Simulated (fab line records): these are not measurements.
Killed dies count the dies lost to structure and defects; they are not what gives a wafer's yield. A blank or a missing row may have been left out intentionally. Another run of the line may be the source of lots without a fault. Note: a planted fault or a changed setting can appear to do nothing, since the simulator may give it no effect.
Split-lot experiment | flow sky130 | route with 708 steps; 5 lots, 23 wafers read

## ABOUT THE SPLIT
At SKY_LOCAL_INTERCONNECT_COAT_05 (resist thk 60 nm), the setting resistThkNm was moved away from the recipe's 60 nm on 10 of the 23 wafers read, by -4.6% to +3.9%. For the rest of the wafers, this setting stayed at what the recipe calls for.

## BETWEEN THE SPLIT AND THE READING: the file shows 1 step in between
- SKY_LOCAL_INTERCONNECT_DEVELOP_10: develop time 60 s (also split here: devTempC)

## THE READING
oesProductAu, in a.u., at SKY_LOCAL_INTERCONNECT_ETCH_13 (etches BARC in N2/H2, stops on SiO2, time 45.9 s, target depth 60 nm). A value of 0.855 a.u. with a standard deviation of 0.0046 a.u. is what fault-free wafers of this fab line usually give.

wafer  | tool, chamber at the split | resistThkNm as run, nm | against the recipe | oesProductAu, a.u. | against lot-mates on the recipe
L074.1 | lithoTrack-01, 0           | 60                     | recipe             | 0.862              | -
L074.2 | lithoTrack-01, 0           | 62.37                  | +3.9%              | 0.872              | +0.013
L074.3 | lithoTrack-01, 0           | 60                     | recipe             | 0.858              | -
L074.4 | lithoTrack-01, 0           | 62.37                  | +3.9%              | 0.874              | +0.015
L074.5 | lithoTrack-01, 0           | 60                     | recipe             | 0.856              | -
L076.1 | lithoTrack-04, 0           | 60                     | recipe             | 0.863              | -
L076.2 | lithoTrack-04, 0           | 61.59                  | +2.6%              | 0.864              | +0.005
L076.3 | lithoTrack-04, 0           | 60                     | recipe             | 0.855              | -
L076.5 | lithoTrack-04, 0           | 61.59                  | +2.6%              | 0.872              | +0.013
L076.6 | lithoTrack-04, 0           | 60                     | recipe             | 0.860              | -
L081.1 | lithoTrack-04, 0           | 57.24                  | -4.6%              | 0.829              | -0.026
L081.2 | lithoTrack-04, 0           | 60                     | recipe             | 0.859              | -
L081.3 | lithoTrack-04, 0           | 57.24                  | -4.6%              | 0.834              | -0.021
L081.5 | lithoTrack-04, 0           | 60                     | recipe             | 0.852              | -
L081.6 | lithoTrack-04, 0           | 57.24                  | -4.6%              | 0.840              | -0.015
L083.2 | lithoTrack-03, 0           | 58.7                   | -2.2%              | 0.841              | -0.020
L083.3 | lithoTrack-03, 0           | 58.7                   | -2.2%              | 0.848              | -0.013
L083.4 | lithoTrack-03, 0           | 58.7                   | -2.2%              | 0.848              | -0.013
L083.5 | lithoTrack-03, 0           | 60                     | recipe             | 0.861              | -
L083.6 | lithoTrack-03, 0           | 60                     | recipe             | 0.860              | -
L084.1 | lithoTrack-01, 0           | 60                     | recipe             | 0.852              | -
L084.2 | lithoTrack-01, 0           | 60                     | recipe             | 0.847              | -
L084.5 | lithoTrack-01, 0           | 60                     | recipe             | 0.851              | -

THE FIT
A straight line over all 23 wafers: oesProductAu changes by +0.0046 a.u. for each +1% of resistThkNm; r = +0.93; the points scatter about the line by 0.0045 a.u.
The same after taking each lot's own level away (the mean of its wafers on the recipe; 23 wafers): +0.00438 a.u. for each +1%; r = +0.94; scatter 0.0038 a.u.
The reading moves by 0.02 a.u. for the largest change in resistThkNm, on that fit.
Measured against the standard deviation above, the lots' own levels, which go from 0.8500 to 0.8605 a.u., span 2.3 times it.
Consequently the slope shifts little with the lot-to-lot level, the two slopes agreeing.
Check: -0.0203 a.u. against its lot-mates is what the line predicts for one of the wafers moved furthest among these (-4.6%) when that wafer is left out of the fit. It came out at -0.0265 a.u. against them.

## THE OTHER SPLITS THESE WAFERS WENT THROUGH
Note: prior to the reading, these wafers also went through further splits. Each is held against what the fit with the lots' levels taken away leaves over:
other split on the same wafers             | wafers away from the commonest value | r with oesProductAu (lot level and that fit taken away)
SKY_POLY_CUT_COAT_03 spinRpm               | 12                                   | -0.16
SKY_SD_P_DEVELOP_06 developTimeS           | 5                                    | -0.15
SKY_SD_N_IMPLANT_09 energyKev              | 12                                   | +0.01
SKY_SD_N_STRIP_11 o2FlowSccm               | 7                                    | -0.36
SKY_LI_CONTACT_HDPCVD_00 sih4FlowSccm      | 11                                   | -0.25
SKY_LI_CONTACT_COAT_07 resistThkNm         | 8                                    | -0.12
SKY_LI_CONTACT_STRIP_16 overashFraction    | 8                                    | +0.08
SKY_LOCAL_INTERCONNECT_DEVELOP_10 devTempC | 8                                    | +0.11

## THE FILE'S OWN FIT
oesProductAu changes by +0.00431 a.u. for each +1% of resistThkNm, r = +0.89.
